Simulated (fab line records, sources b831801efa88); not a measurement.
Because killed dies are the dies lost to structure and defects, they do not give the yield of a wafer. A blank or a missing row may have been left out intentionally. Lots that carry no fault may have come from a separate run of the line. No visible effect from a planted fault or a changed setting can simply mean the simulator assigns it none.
A struck lot beside a sound one    flow sky130    18 out of 708 route steps
Sound: the wafers L216.2, L216.4, L216.6. The struck wafers were L205.1, L205.3, L205.5. The cause comes at the end.
Order at every step that has rows: each side's tool, ch and its chambers, its first start. Under that, the readings that differ: sound wafers    struck wafers    difference of the means    sigmas: that difference in standard deviations of wafers without a fault.
alike: readings with means less than 2 such deviations apart, plus words and numbers identical on both sides. not compared: withheld readings, readings lacking a value on some wafer, bounds such as >300 that could conceal the same value, and numbers that have no deviation in the record and whose values overlap.
The two part at a step that has a row with sigmas, a row that says differs or no value, or rows on one side only. Numbers that don't overlap but have no deviation are shown without sigmas and don't part them. Lack of a reading on every wafer of one side parts them only where that side has two or more wafers.

first, 1 step without rows for these wafers: SKY_RES_XHIGH_IMPLANT_07.
SKY_RES_XHIGH_STRIP_08: strips in O2/N2.
  sound on plasma-asher-02 ch 0,1, day 34 01:19; struck on plasma-asher-04 ch 0,1, day 31 06:13
reading                      sound        struck       difference  sigmas
drypump-motor-current-A (A)  4.7 5.7 4.7  5.9 5.8 5.8  +0.8        +2
  alike: chamber-pressure-mTorr, oes-product-au, strip-time-to-endpoint-s
  not compared: rf-hours-counter-h
SKY_RES_XHIGH_TW_MEAS_09:
  sound: film-metro-04 at day 34 01:26; struck: film-metro-03 at day 31 06:19
  alike: RES_XHIGH_TW
then, 7 steps without rows for these wafers: SKY_SD_N_DEHYDRATE_00 (time 60 s); SKY_SD_N_HMDS_01 (prime time 60 s); SKY_SD_N_COAT_02 (resist thk 1140 nm); SKY_SD_N_SOFTBAKE_03 (time 60 s); SKY_SD_N_EXPOSE_04 (exposes mask NSDM, target cd 380 nm); SKY_SD_N_PEB_05; SKY_SD_N_DEVELOP_06 (develop time 60 s).
SKY_SD_N_CD_MEAS_07 targets a cd of 380 nm.
  sound: cd-sem-01 at day 35 02:23; struck: cd-sem-01 at day 32 09:22
reading     sound              struck             difference  sigmas
cd-nm (nm)  384.1 386.0 383.1  379.1 379.0 378.4  -5.6        -2
SKY_SD_N_OVL_MEAS_08:
  sound: overlay-01 at day 35 02:29; struck: overlay-02 at day 32 09:29
reading        sound           struck       difference  sigmas
SD_N_OVL (nm)  -1.7 -2.5 -1.1  1.6 0.4 2.4  +3.2        +2
SKY_SD_N_IMPLANT_09:
  sound on implanter-01 ch 0, day 35 02:32; struck on implanter-03 ch 0, day 32 09:31
reading                    sound                 struck                difference  sigmas
beam-energy-keV            49.991 49.998 50.003  39.830 39.833 39.839  -10.163     -99 or more
model.implant.rp-nm (nm)   31.44 31.44 31.44     27.11 27.11 27.11     -4.33       
model.implant.drp-nm (nm)  14.11 14.11 14.11     11.92 11.92 11.92     -2.19       
following that, these wafers have no rows for 1 step: SKY_SD_N_IMPLANT_10.
SKY_SD_N_STRIP_11: strips in O2/N2.
  sound on plasma-asher-03 ch 0,1, day 35 02:49; struck on plasma-asher-03 ch 0,1, day 32 09:49
reading                       sound              struck             difference  sigmas
oes-product-au (a.u.)         0.525 0.521 0.529  0.552 0.546 0.549  +0.024      +7
strip-time-to-endpoint-s (s)  22.54 22.50 22.53  21.03 21.09 21.06  -1.46       -31
  alike: chamber-pressure-mTorr, drypump-motor-current-A
  not compared: rf-hours-counter-h
SKY_SD_N_TW_MEAS_12:
  sound: film-metro-04 at day 35 02:55; struck: film-metro-02 at day 32 10:08
reading  sound           struck          difference  sigmas
SD_N_TW  3970 3988 4033  3776 3775 3793  -216        -8
  not compared: hold
SKY_SD_N_RTA_14: time 2 s.
  sound on rtp-anneal-01 ch 0, day 35 03:02; struck on rtp-anneal-02 ch 0, day 32 16:59
  alike: lamp-power-pct, wafer_temp_C_max
SKY_SD_N_RS_MEAS_16: measurement is done with a four-point probe.
  sound: film-metro-02 at day 35 03:13; struck: film-metro-03 at day 32 17:31
reading           sound              struck             difference  sigmas
SD_N_RS (ohm/sq)  68.61 68.59 68.38  76.36 76.56 76.53  +7.96       +72
  not compared: hold

WHERE THEY PART
First at SKY_RES_XHIGH_STRIP_08; last, within this record, at SKY_SD_N_RS_MEAS_16.

WHY: whatever the simulator had introduced
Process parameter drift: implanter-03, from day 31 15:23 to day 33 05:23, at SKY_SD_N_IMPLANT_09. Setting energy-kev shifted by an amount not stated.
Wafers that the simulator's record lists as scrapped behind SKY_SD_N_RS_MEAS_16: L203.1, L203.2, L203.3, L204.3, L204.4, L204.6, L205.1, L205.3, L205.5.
